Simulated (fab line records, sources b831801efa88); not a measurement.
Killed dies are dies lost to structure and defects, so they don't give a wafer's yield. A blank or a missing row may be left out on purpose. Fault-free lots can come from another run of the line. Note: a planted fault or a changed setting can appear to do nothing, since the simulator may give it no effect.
fab line records -- flow sky130
[record] lots = 12, wafers = 35, last-day = 50
route steps=708 shown SD_N@353 LI_CONTACT@364 PAD_OPEN@708
lots untouched by any fault: they come from a run of this same line in which no faults occurred
start-h: the number of hours between the record's first day and the start of the first shown wafer of the lot -- wait-h: how many hours have passed since the lot's step before this one -- " identical to the entry in the row above -- L1.1+2: several wafers, shown together as one row -- - either no value or no given start -- * or withheld: withheld -- < > ~ a bound
route shown NAME@n: NAME is a module with steps in the file, n the number in the route of the first one -- usual: mean/standard deviation of fault-free wafers -- same: alike in all rows -- chamber/n: place in a boat -- sites: readings site by site -- _std_site: their standard deviation -- _edge_site: the outer-site mean with the inner-site mean subtracted -- radius-mm: how far each site lies from the wafer's centre -- mask NAME#n: copy n -- behind: tool/chamber where the wafer was last shaped -- hold: reason for holding the lot/hours on hold/outcome of the hold -- device: transistor that didn't switch, given as n, p or np -- end of line: tests of these same wafers at the route's end -- a step given without rows: its recipe and nothing more -- killed: the dies lost at the first sort to structure and to defects; this is not the yield of the wafer -- map: per-die view of a wafer (x killed, . not killed, _ where there is no die)
set.NAME: the setting that was run; set.NAME@STEP: the one run at that earlier step -- model.NAME: the simulator's own value behind a step, which no gauge read
route steps across a sampled set of lots; one table per step, one row per wafer
services: from which hour (start-h, from the record's first day; less than 0 if before it) a tool's chamber was out of use, for how many hours, and why
[[steps]]
[step SKY_SD_N_STRIP_11]
[recipe] chemistry = O2/N2, power-w = 1400, pressure-mtorr = 1500, platen-temp-c = withheld, o2-flow-sccm = 3000, n2-flow-sccm = 300, overash-fraction = 0.5
[usual] drypump-motor-current-A = 5.2/0.37, n2-flow-sccm = 300.0/0.86, oes-product-au = 0.527/0.005, strip-time-to-endpoint-s = 22.55/0.042
lot.wafer,tool,chamber,start-h,wait-h,drypump-motor-current-A,n2-flow-sccm,oes-product-au,rf-hours-counter-h,strip-time-to-endpoint-s
L698.2,plasma-asher-02,1,652.98,0.1,4.8,299.8,0.525,79,22.53
L698.3,plasma-asher-02,0,652.98,0.1,4.8,301.2,0.528,-,22.57
L698.4,plasma-asher-02,1,652.98,0.1,4.8,301.0,0.519,-,22.55
L699.3,plasma-asher-04,1,667.77,0.1,5.3,299.6,0.528,-,22.60
L699.4,plasma-asher-04,0,667.77,0.1,5.4,300.0,0.528,-,22.58
L699.6,plasma-asher-04,0,667.77,0.1,5.4,299.3,0.522,-,22.62
L702.1,plasma-asher-04,1,683.23,0.1,5.3,298.2,0.521,26,22.54
L702.3,plasma-asher-04,0,683.23,0.1,5.4,298.5,0.537,-,22.54
L702.5,plasma-asher-04,0,683.23,0.1,5.4,300.3,0.534,-,22.53
L701.1,plasma-asher-01,1,684.13,0.1,5.7,300.4,0.534,99,22.64
L701.3,plasma-asher-01,0,684.13,0.1,5.9,299.3,0.525,-,22.62
L701.6,plasma-asher-01,1,684.13,0.1,5.6,300.1,0.529,-,22.59
L700.1,plasma-asher-02,0,685.33,0.1,4.8,299.9,0.518,82,22.54
L700.4,plasma-asher-02,1,685.33,0.1,4.8,300.3,0.529,-,22.56
L700.6,plasma-asher-02,1,685.33,0.1,4.8,300.2,0.520,-,22.55
L703.3,plasma-asher-01,1,689.22,0.1,5.7,300.8,0.526,-,22.59
L703.4,plasma-asher-01,0,689.22,0.1,5.9,297.9,0.526,-,22.62
L703.5,plasma-asher-01,1,689.22,0.1,5.7,299.1,0.527,-,22.57
L705.2,plasma-asher-04,1,711.23,0.1,5.3,300.4,0.533,28,22.58
L705.4,plasma-asher-04,1,711.23,0.1,5.3,299.2,0.522,-,22.56
L714.2,plasma-asher-02,0,784.98,0.1,4.8,302.3,0.529,92,22.59
L714.3,plasma-asher-02,0,784.98,0.1,4.8,299.8,0.530,-,22.54
L714.5,plasma-asher-02,0,784.98,0.1,4.8,301.0,0.524,-,22.55
L715.2,plasma-asher-04,1,789.68,0.1,5.3,300.0,0.531,36,22.54
L715.4,plasma-asher-04,0,789.68,0.1,5.4,300.9,0.523,-,22.54
L715.6,plasma-asher-04,1,789.68,0.1,5.3,300.4,0.527,-,22.55
L717.2,plasma-asher-02,1,800.28,0.1,4.9,300.6,0.523,93,22.53
L717.3,plasma-asher-02,0,800.28,0.1,4.9,299.8,0.529,-,22.62
L717.5,plasma-asher-02,0,800.28,0.1,4.9,300.7,0.530,-,22.57
L719.1,plasma-asher-04,0,810.34,0.1,5.4,301.6,0.524,38,22.57
L719.3,plasma-asher-04,0,810.34,0.1,5.4,299.7,0.530,-,22.61
L719.5,plasma-asher-04,1,810.34,0.1,5.3,300.1,0.528,-,22.55
L720.1,plasma-asher-01,0,817.43,0.1,5.9,299.8,0.529,7,22.57
L720.2,plasma-asher-01,1,817.43,0.1,5.7,301.4,0.524,7,22.56
L720.6,plasma-asher-01,0,817.43,0.1,5.9,300.0,0.530,-,22.50
[step SKY_LI_CONTACT_CMP_02]
[recipe] material = PSG, down-force-psi = 4, platen-rpm = 60, pad-velocity-m-s = 0.94248
[usual] motor-current-A = 11.7/1, time-to-endpoint-s = 30.9/2.4
lot.wafer,tool,chamber,start-h,wait-h,motor-current-A,time-to-endpoint-s
L698.4,cmp-01,0,653.95,0.1,13.8,31.3
L698.3,cmp-01,1,653.95,0.1,11.7,29.3
L698.2,cmp-01,2,653.95,0.1,10.4,30.5
L699.4,cmp-01,3,668.70,0.1,11.1,31.4
L699.3,cmp-01,1,668.70,0.1,11.2,30.9
L699.6,cmp-01,2,668.70,0.1,9.9,32.4
L702.3,cmp-01,2,684.21,0.1,10.9,37.7
L702.1,cmp-01,0,684.21,0.1,13.4,15.2
L702.5,cmp-01,2,684.21,0.1,10.9,34.6
L701.1,cmp-01,2,685.06,0.1,10.7,17.8
L701.3,cmp-01,3,685.06,0.1,11.1,31.3
L701.6,cmp-01,3,685.06,0.1,11.4,32.8
L700.4,cmp-02,0,686.25,0.0,11.6,32.7
L700.1,cmp-02,3,686.25,0.0,11.7,30.5
L700.6,cmp-02,1,686.25,0.0,13.8,28.7
L703.3,cmp-02,1,690.31,0.1,13.5,30.7
L703.4,cmp-02,2,690.31,0.1,11.1,28.1
L703.5,cmp-02,0,690.31,0.1,11.8,29.5
L705.2,cmp-01,2,712.29,0.2,10.4,17.2
L705.4,cmp-01,3,712.29,0.2,11.8,33.6
L714.3,cmp-01,1,785.91,0.0,10.6,28.0
L714.2,cmp-01,3,785.91,0.0,11.3,31.6
L714.5,cmp-01,1,785.91,0.0,11.7,30.0
L715.4,cmp-02,3,790.77,0.2,11.7,26.0
L715.2,cmp-02,1,790.77,0.2,13.2,29.8
L715.6,cmp-02,2,790.77,0.2,11.4,25.1
L717.3,cmp-02,3,801.31,0.1,11.5,30.0
L717.2,cmp-02,1,801.31,0.1,13.4,27.5
L717.5,cmp-02,3,801.31,0.1,11.0,29.7
L719.1,cmp-01,2,811.37,0.2,10.8,33.5
L719.3,cmp-01,3,811.37,0.2,11.6,31.9
L719.5,cmp-01,2,811.37,0.2,10.5,34.1
L720.1,cmp-01,0,818.36,0.1,13.0,28.4
L720.2,cmp-01,1,818.36,0.1,11.2,30.9
L720.6,cmp-01,0,818.36,0.1,13.4,28.4
[step SKY_LI_CONTACT_OVL_MEAS_13]
[usual] LI_CONTACT_OVL = -2/5.2
lot.wafer,tool,chamber,start-h,wait-h,LI_CONTACT_OVL[nm]
L698.2,overlay-01,-,681.70,0.1,3
L698.3,overlay-01,-,681.70,0.1,7
L698.4,overlay-01,-,681.70,0.1,6
L699.3,overlay-01,-,697.17,0.1,-7
L699.4,overlay-01,-,697.17,0.1,3
L699.6,overlay-01,-,697.17,0.1,-2
L702.1,overlay-01,-,712.35,0.1,4
L702.3,overlay-01,-,712.35,0.1,-1
L702.5,overlay-01,-,712.35,0.1,0
L701.1,overlay-01,-,713.16,0.1,-9
L701.3,overlay-01,-,713.16,0.1,-6
L701.6,overlay-01,-,713.16,0.1,-3
L700.1,overlay-01,-,714.40,0.1,-6
L700.4,overlay-01,-,714.40,0.1,0
L700.6,overlay-01,-,714.40,0.1,-6
L703.3,overlay-01,-,718.27,0.1,-1
L703.4,overlay-01,-,718.27,0.1,-18
L703.5,overlay-01,-,718.27,0.1,-2
L705.2,overlay-01,-,740.20,0.1,-6
L705.4,overlay-01,-,740.20,0.1,0
L714.2,overlay-01,-,812.48,0.1,-9
L714.3,overlay-01,-,812.48,0.1,-10
L714.5,overlay-01,-,812.48,0.1,-7
L715.2,overlay-01,-,816.41,0.1,-3
L715.4,overlay-01,-,816.41,0.1,2
L715.6,overlay-01,-,816.41,0.1,4
L717.2,overlay-02,-,828.03,0.1,0
L717.3,overlay-02,-,828.03,0.1,4
L717.5,overlay-02,-,828.03,0.1,-4
L719.1,overlay-02,-,837.68,0.1,-7
L719.3,overlay-02,-,837.68,0.1,-8
L719.5,overlay-02,-,837.68,0.1,-10
L720.1,overlay-01,-,844.86,0.1,-4
L720.2,overlay-01,-,844.86,0.1,-1
L720.6,overlay-01,-,844.86,0.1,-5
[step SKY_LI_CONTACT_ETCH_15]
[recipe] target = PSG, chemistry = C4F8/O2/Ar, stop-on = Si, taper-deg = 4.15, mask-material = KrF-thick, source-w = 1500, bias-w = 1200, pressure-mtorr = 40, c4f8-flow-sccm = withheld, O2_flow_sccm = 6, Ar_flow_sccm = 300, time-s = withheld, target-depth-a = 6000
[usual] oes-product-au = 0.838/0.0053, rf-fwd-power-W = 1491/5.2
lot.wafer,tool,chamber,start-h,wait-h,oes-product-au,rf-fwd-power-W
L698.2,rie-diel-04,3,681.77,0.0,0.845,1492
L698.3,rie-diel-04,1,681.77,0.0,0.844,1493
L698.4,rie-diel-04,0,681.77,0.0,0.850,1503
L699.3,rie-diel-02,2,697.24,0.0,0.838,1490
L699.4,rie-diel-02,0,697.24,0.0,0.839,1494
L699.6,rie-diel-02,1,697.24,0.0,0.839,1477
L702.1,rie-diel-04,2,712.42,0.0,0.951,1489
L702.3,rie-diel-04,3,712.42,0.0,0.847,1491
L702.5,rie-diel-04,3,712.42,0.0,0.837,1492
L701.1,rie-diel-02,1,713.24,0.0,0.952,1481
L701.3,rie-diel-02,0,713.24,0.0,0.845,1499
L701.6,rie-diel-02,0,713.24,0.0,0.839,1492
L700.1,rie-diel-04,2,714.47,0.0,0.840,1497
L700.4,rie-diel-04,3,714.47,0.0,0.838,1494
L700.6,rie-diel-04,1,714.47,0.0,0.846,1489
L703.3,rie-diel-04,3,718.34,0.0,0.843,1488
L703.4,rie-diel-04,3,718.34,0.0,0.835,1492
L703.5,rie-diel-04,2,718.34,0.0,0.835,1484
L705.2,rie-diel-04,1,740.28,0.0,0.950,1492
L705.4,rie-diel-04,2,740.28,0.0,0.836,1487
L714.2,rie-diel-01,2,812.55,0.0,0.837,1493
L714.3,rie-diel-01,3,812.55,0.0,0.836,1483
L714.5,rie-diel-01,2,812.55,0.0,0.835,1495
L715.2,rie-diel-01,1,816.49,0.0,0.840,1487
L715.4,rie-diel-01,2,816.49,0.0,0.834,1493
L715.6,rie-diel-01,1,816.49,0.0,0.839,1489
L717.2,rie-diel-04,3,828.11,0.0,0.844,1496
L717.3,rie-diel-04,2,828.11,0.0,0.842,1489
L717.5,rie-diel-04,1,828.11,0.0,0.831,1492
L719.1,rie-diel-02,2,837.75,0.0,0.837,1491
L719.3,rie-diel-02,1,837.75,0.0,0.854,1486
L719.5,rie-diel-02,2,837.75,0.0,0.842,1485
L720.1,rie-diel-01,0,844.94,0.0,0.842,1488
L720.2,rie-diel-01,3,844.94,0.0,0.830,1497
L720.6,rie-diel-01,2,844.94,0.0,0.835,1496
[step SKY_LI_CONTACT_THK_MEAS_23]
[recipe] thk-meas-gauge = xrf, reads = W_of_LI_CONTACT_CVD_21
[usual] LI_CONTACT_W_THK = 403/5.4
lot.wafer,tool,chamber,start-h,wait-h,LI_CONTACT_W_THK[nm]
L698.2,film-metro-03,-,682.55,0.1,401
L698.3,film-metro-03,-,682.55,0.1,394
L698.4,film-metro-03,-,682.55,0.1,396
L699.3,film-metro-03,-,698.02,0.1,405
L699.4,film-metro-03,-,698.02,0.1,409
L699.6,film-metro-03,-,698.02,0.1,409
L702.1,film-metro-03,-,713.36,0.1,405
L702.3,film-metro-03,-,713.36,0.1,406
L702.5,film-metro-03,-,713.36,0.1,402
L701.1,film-metro-03,-,714.00,0.1,404
L701.3,film-metro-03,-,714.00,0.1,394
L701.6,film-metro-03,-,714.00,0.1,401
L700.1,film-metro-03,-,715.24,0.1,410
L700.4,film-metro-03,-,715.24,0.1,408
L700.6,film-metro-03,-,715.24,0.1,405
L703.3,film-metro-04,-,719.30,0.1,403
L703.4,film-metro-04,-,719.30,0.1,406
L703.5,film-metro-04,-,719.30,0.1,407
L705.2,film-metro-03,-,741.05,0.1,403
L705.4,film-metro-03,-,741.05,0.1,403
L714.2,film-metro-04,-,813.33,0.1,401
L714.3,film-metro-04,-,813.33,0.1,408
L714.5,film-metro-04,-,813.33,0.1,407
L715.2,film-metro-03,-,817.59,0.1,395
L715.4,film-metro-03,-,817.59,0.1,395
L715.6,film-metro-03,-,817.59,0.1,395
L717.2,film-metro-04,-,828.89,0.1,397
L717.3,film-metro-04,-,828.89,0.1,413
L717.5,film-metro-04,-,828.89,0.1,408
L719.1,film-metro-04,-,838.53,0.1,417
L719.3,film-metro-04,-,838.53,0.1,415
L719.5,film-metro-04,-,838.53,0.1,418
L720.1,film-metro-02,-,845.73,0.1,405
L720.2,film-metro-02,-,845.73,0.1,409
L720.6,film-metro-02,-,845.73,0.1,413
[step SKY_PAD_OPEN_PROBE_99]
[usual] killed_at_M0_to_M3 = 43/7.5, killed_at_M4_up = 3.3/1.9, killed-at-contacts = 24/4.6, killed-at-front-end = 16/4.9, killed-at-other = 0.2/0.46, killed-dies = 87/9.1, killed-open = 47/7.4, killed-short = 39/6.6
[same] gross-dies = 492, killed-at-back-side = 0
lot.wafer,tool,chamber,start-h,wait-h,killed_at_M0_to_M3,killed_at_M4_up,killed-at-contacts,killed-at-front-end,killed-at-other,killed-dies,killed-open,killed-short
L701.1,prober-01,-,1103.80,0.1,42,3,27,18,1,91,49,39
// killed by level:class
L701.1 CONTACT:geometric-particle:open=9 LI_CONTACT:geometric-particle:open=8 METAL1:geometric-particle:short=7 VIA3:geometric-particle:open=7 VIA1:geometric-particle:open=6 FIELD_ISO:geometric-particle:short=5 LI_CONTACT:geometric-particle:short=5 VIA2:geometric-particle:open=5
[[services]]
tool,chamber,start-h,hours,kind
cmp-01,-,642.11,1.0,repair
rie-diel-01,1,644.21,18.2,repair
cmp-01,-,650.48,0.3,repair
rie-diel-01,3,657.49,3.3,repair
rie-diel-01,-,662.48,2.8,pm
cmp-02,-,669.75,1.1,repair
plasma-asher-02,-,679.76,4.4,repair
rie-diel-04,0,687.19,18.0,repair
cmp-01,-,697.59,6.9,pm
plasma-asher-02,-,698.93,2.8,pm
rie-diel-04,2,704.23,7.9,repair
cmp-02,-,706.73,1.7,repair
cmp-01,-,706.91,3.6,repair
cmp-01,-,716.83,8.9,pm
rie-diel-02,1,730.40,16.5,repair
plasma-asher-01,-,733.79,9.0,pm
cmp-02,-,744.24,4.0,pm
rie-diel-04,-,758.72,1.2,repair
rie-diel-04,2,765.25,5.3,repair
rie-diel-04,-,775.12,0.5,repair
plasma-asher-04,-,791.74,1.2,repair
plasma-asher-02,-,809.08,1.4,repair
rie-diel-01,3,813.41,4.5,repair
cmp-02,-,831.55,1.7,repair
[[key]]
[first-sign] step = SKY_LI_CONTACT_CMP_02, reading = time-to-endpoint-s, direction = down, sigmas = 5.9, usual = *, struck = *
[effect] step = SKY_LI_CONTACT_ETCH_15, reading = oes-product-au, direction = up, sigmas = 22, usual = 0.838, struck = 0.951
met-at SKY_LI_CONTACT_CMP_02
struck-lots L701,L702,L705
struck-wafers L701.1,L702.1,L705.2
tester-left-out L701,L702,L705
not-acting-at SKY_SD_N_STRIP_11,SKY_LI_CONTACT_OVL_MEAS_13,SKY_LI_CONTACT_THK_MEAS_23
onset-between 668.70 684.21
[fault] kind = process-parameter-drift, tool = cmp-01, chamber = -, onset-h = 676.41, steps = SKY_LI_CONTACT_CMP_02, channel = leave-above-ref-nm, offset = 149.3, shape = step, end-h = 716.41, scope = struck-wafers-only, acts-in = these-recipes-only, stated = 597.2
// tester-left-out: of these lots the tester's yield and bins aren't shown, on N5 and GAA mostly nor the transistor test; their killed dies are dies lost to structure and defects alone, not to doping, threshold or leakage, so they don't give the yield
